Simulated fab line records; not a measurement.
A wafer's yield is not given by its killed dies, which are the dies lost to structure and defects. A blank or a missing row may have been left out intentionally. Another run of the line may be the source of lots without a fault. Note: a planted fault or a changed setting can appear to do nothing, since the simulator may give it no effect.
Which tool did it? / flow gf180mcu / 12 lots with 36 wafers sampled at 5 steps, on a route of 602 steps

## WHAT EACH GAUGE READ, for each wafer
GF_V3_RS_MEAS_24: measurement is done with a four-point probe.
lot=L812; measured=day 22 00:33; on=film-metro-04; V3_W_RS (ohm/sq)=0.327 0.332 0.330
lot=L816; measured=day 23 19:52; on=film-metro-01; V3_W_RS (ohm/sq)=0.329 0.331 0.327
lot=L818; measured=day 24 11:31; on=film-metro-01; V3_W_RS (ohm/sq)=0.332 0.336 0.333
lot=L823; measured=day 26 07:14; on=film-metro-01; V3_W_RS (ohm/sq)=0.321 0.317 0.326
lot=L824; measured=day 27 02:40; on=film-metro-01; V3_W_RS (ohm/sq)=0.326 0.326 0.328
lot=L828; measured=day 28 01:35; on=film-metro-04; V3_W_RS (ohm/sq)=0.335 0.332 0.333
lot=L830; measured=day 28 06:22; on=film-metro-01; V3_W_RS (ohm/sq)=0.327 0.333 0.330
lot=L829; measured=day 28 07:30; on=film-metro-01; V3_W_RS (ohm/sq)=0.328 0.323 0.325
lot=L831; measured=day 28 16:11; on=film-metro-04; V3_W_RS (ohm/sq)=0.330 0.331 0.327
lot=L832; measured=day 29 00:00; on=film-metro-01; V3_W_RS (ohm/sq)=0.330 0.321 0.328
lot=L834; measured=day 29 14:16; on=film-metro-04; V3_W_RS (ohm/sq)=0.329 0.327 0.330
lot=L835; measured=day 29 22:54; on=film-metro-04; V3_W_RS (ohm/sq)=0.324 0.324 0.322

GF_V4_RS_MEAS_24: measurement is done with a four-point probe.
lot=L812; measured=day 24 01:50; on=film-metro-03; V4_W_RS (ohm/sq)=0.330 0.336 0.330
lot=L816; measured=day 25 17:50; on=film-metro-03; V4_W_RS (ohm/sq)=0.391 0.394 0.387
lot=L818; measured=day 26 08:40; on=film-metro-03; V4_W_RS (ohm/sq)=0.393 0.399 0.397
lot=L823; measured=day 28 02:04; on=film-metro-01; V4_W_RS (ohm/sq)=0.326 0.326 0.330
lot=L824; measured=day 28 21:05; on=film-metro-03; V4_W_RS (ohm/sq)=0.326 0.326 0.331
lot=L828; measured=day 29 18:16; on=film-metro-03; V4_W_RS (ohm/sq)=0.330 0.330 0.331
lot=L830; measured=day 29 23:01; on=film-metro-01; V4_W_RS (ohm/sq)=0.325 0.329 0.327
lot=L829; measured=day 30 00:11; on=film-metro-01; V4_W_RS (ohm/sq)=0.329 0.331 0.331
lot=L831; measured=day 30 08:29; on=film-metro-03; V4_W_RS (ohm/sq)=0.333 0.331 0.339
lot=L832; measured=day 30 16:27; on=film-metro-03; V4_W_RS (ohm/sq)=0.336 0.334 0.335
lot=L834; measured=day 31 05:47; on=film-metro-01; V4_W_RS (ohm/sq)=0.326 0.327 0.333
lot=L835; measured=day 31 22:11; on=film-metro-03; V4_W_RS (ohm/sq)=0.332 0.333 0.332

GF_V4_THK_MEAS_25: measures by xrf.
lot=L812; measured=day 24 01:57; on=film-metro-03; V4_W_THK (nm)=357 352 361
lot=L816; measured=day 25 17:56; on=film-metro-03; V4_W_THK (nm)=301 297 304
lot=L818; measured=day 26 08:46; on=film-metro-03; V4_W_THK (nm)=299 294 298
lot=L823; measured=day 28 02:10; on=film-metro-01; V4_W_THK (nm)=358 355 352
lot=L824; measured=day 28 21:13; on=film-metro-03; V4_W_THK (nm)=356 354 352
lot=L828; measured=day 29 18:23; on=film-metro-03; V4_W_THK (nm)=360 359 358
lot=L830; measured=day 29 23:08; on=film-metro-01; V4_W_THK (nm)=352 347 350
lot=L829; measured=day 30 00:18; on=film-metro-01; V4_W_THK (nm)=350 348 350
lot=L831; measured=day 30 08:34; on=film-metro-03; V4_W_THK (nm)=355 356 349
lot=L832; measured=day 30 16:34; on=film-metro-03; V4_W_THK (nm)=351 355 352
lot=L834; measured=day 31 05:54; on=film-metro-01; V4_W_THK (nm)=349 350 343
lot=L835; measured=day 31 22:17; on=film-metro-03; V4_W_THK (nm)=356 351 355

## EACH LOT AND THE TOOL THAT RAN IT (in order: tool; ch and the chambers of the sampled wafers; start)
lot=L812; GF_M4_SPUTTER_04=pvd-sputter-04, day 22 01:11; GF_V4_CVD_23=cvd-w-02 ch 0,1, day 24 01:43
lot=L816; GF_M4_SPUTTER_04=pvd-sputter-01, day 23 20:29; GF_V4_CVD_23=cvd-w-02 ch 0,1, day 25 17:44
lot=L818; GF_M4_SPUTTER_04=pvd-sputter-01, day 24 12:08; GF_V4_CVD_23=cvd-w-02 ch 0,1, day 26 08:33
lot=L823; GF_M4_SPUTTER_04=pvd-sputter-01, day 26 07:50; GF_V4_CVD_23=cvd-w-01 ch 0, day 28 01:54
lot=L824; GF_M4_SPUTTER_04=pvd-sputter-03, day 27 03:20; GF_V4_CVD_23=cvd-w-01 ch 0,1, day 28 20:59
lot=L828; GF_M4_SPUTTER_04=pvd-sputter-01, day 28 02:14; GF_V4_CVD_23=cvd-w-01 ch 1, day 29 18:08
lot=L830; GF_M4_SPUTTER_04=pvd-sputter-04, day 28 07:01; GF_V4_CVD_23=cvd-w-01 ch 0,1, day 29 22:54
lot=L829; GF_M4_SPUTTER_04=pvd-sputter-04, day 28 08:10; GF_V4_CVD_23=cvd-w-02 ch 1, day 29 23:58
lot=L831; GF_M4_SPUTTER_04=pvd-sputter-01, day 28 16:47; GF_V4_CVD_23=cvd-w-02 ch 0,1, day 30 08:21
lot=L832; GF_M4_SPUTTER_04=pvd-sputter-01, day 29 00:50; GF_V4_CVD_23=cvd-w-01 ch 0,1, day 30 16:19
lot=L834; GF_M4_SPUTTER_04=pvd-sputter-03, day 29 14:55; GF_V4_CVD_23=cvd-w-01 ch 0, day 31 05:39
lot=L835; GF_M4_SPUTTER_04=pvd-sputter-01, day 29 23:31; GF_V4_CVD_23=cvd-w-02 ch 0,1, day 31 21:53
- GF_M4_SPUTTER_04: material TiN, target thk 50 nm, time 41.7 s.
- GF_V4_CVD_23: deposits W, target thk 350 nm, time 104.9 s.

## AS READ BY THE TOOLS THEMSELVES (means over the sampled wafers that have a number; for cases with no such wafer, the mark the record gives instead)
GF_M4_SPUTTER_04.
lot=L812; tool=pvd-sputter-04; throttle-valve-pct (%)=30.5
lot=L816; tool=pvd-sputter-01; throttle-valve-pct (%)=31.4
lot=L818; tool=pvd-sputter-01; throttle-valve-pct (%)=31.3
lot=L823; tool=pvd-sputter-01; throttle-valve-pct (%)=30.9
lot=L824; tool=pvd-sputter-03; throttle-valve-pct (%)=30.4
lot=L828; tool=pvd-sputter-01; throttle-valve-pct (%)=31.2
lot=L830; tool=pvd-sputter-04; throttle-valve-pct (%)=30.8
lot=L829; tool=pvd-sputter-04; throttle-valve-pct (%)=30.7
lot=L831; tool=pvd-sputter-01; throttle-valve-pct (%)=31.2
lot=L832; tool=pvd-sputter-01; throttle-valve-pct (%)=30.7
lot=L834; tool=pvd-sputter-03; throttle-valve-pct (%)=30.8
lot=L835; tool=pvd-sputter-01; throttle-valve-pct (%)=30.8

GF_V4_CVD_23.
lot=L812; tool=cvd-w-02; chamber-pressure-Torr (Torr)=39.93; heater-power-w (W)=947
lot=L816; tool=cvd-w-02; chamber-pressure-Torr (Torr)=28.23; heater-power-w (W)=948
lot=L818; tool=cvd-w-02; chamber-pressure-Torr (Torr)=28.05; heater-power-w (W)=949
lot=L823; tool=cvd-w-01; chamber-pressure-Torr (Torr)=39.97; heater-power-w (W)=807
lot=L824; tool=cvd-w-01; chamber-pressure-Torr (Torr)=40.06; heater-power-w (W)=835
lot=L828; tool=cvd-w-01; chamber-pressure-Torr (Torr)=40.09; heater-power-w (W)=850
lot=L830; tool=cvd-w-01; chamber-pressure-Torr (Torr)=40.07; heater-power-w (W)=824
lot=L829; tool=cvd-w-02; chamber-pressure-Torr (Torr)=39.97; heater-power-w (W)=1029
lot=L831; tool=cvd-w-02; chamber-pressure-Torr (Torr)=39.87; heater-power-w (W)=945
lot=L832; tool=cvd-w-01; chamber-pressure-Torr (Torr)=40.05; heater-power-w (W)=829
lot=L834; tool=cvd-w-01; chamber-pressure-Torr (Torr)=40.14; heater-power-w (W)=822
lot=L835; tool=cvd-w-02; chamber-pressure-Torr (Torr)=40.05; heater-power-w (W)=960

## THE ANSWER, worked out from the rows above alone
Rule: the lots themselves supply what counts as usual. Put in order of their means at a reading, lots are off if they are a third of the lots or fewer, leave a main group of 4 or more, and stand apart from it by a gap of 3 or more times the standard deviation of the main group's means; of several such gaps the widest counts. A main group whose means are all the same, to the digits that the tables above print for the reading, isn't used. A lot without any number at a reading at which 4 lots or more have one is off too. Any other lot the step has rows for is counted as sound. Order of review: gauges by route order, followed by the tools' own readings, for which a lot's mean as printed above is used. At the first step where some lot is off, the reading lying furthest off is the one used; lots without a number count as furthest.
Off: L816, L818, at GF_V4_RS_MEAS_24 (V4_W_RS). Mean 0.331 ohm/sq and standard deviation 0.0027 in the main group.
A tool fits if, at a process step before that reading, it ran every lot that is off, and no sound lot after the first of them. The gauges at GF_V4_RS_MEAS_24 aren't tried: what is off there is off at GF_V4_CVD_23 too, on other tools, and a gauge's error can't cause that. Of those tried, none fits.

## WHAT THE SIMULATOR HAD PUT IN
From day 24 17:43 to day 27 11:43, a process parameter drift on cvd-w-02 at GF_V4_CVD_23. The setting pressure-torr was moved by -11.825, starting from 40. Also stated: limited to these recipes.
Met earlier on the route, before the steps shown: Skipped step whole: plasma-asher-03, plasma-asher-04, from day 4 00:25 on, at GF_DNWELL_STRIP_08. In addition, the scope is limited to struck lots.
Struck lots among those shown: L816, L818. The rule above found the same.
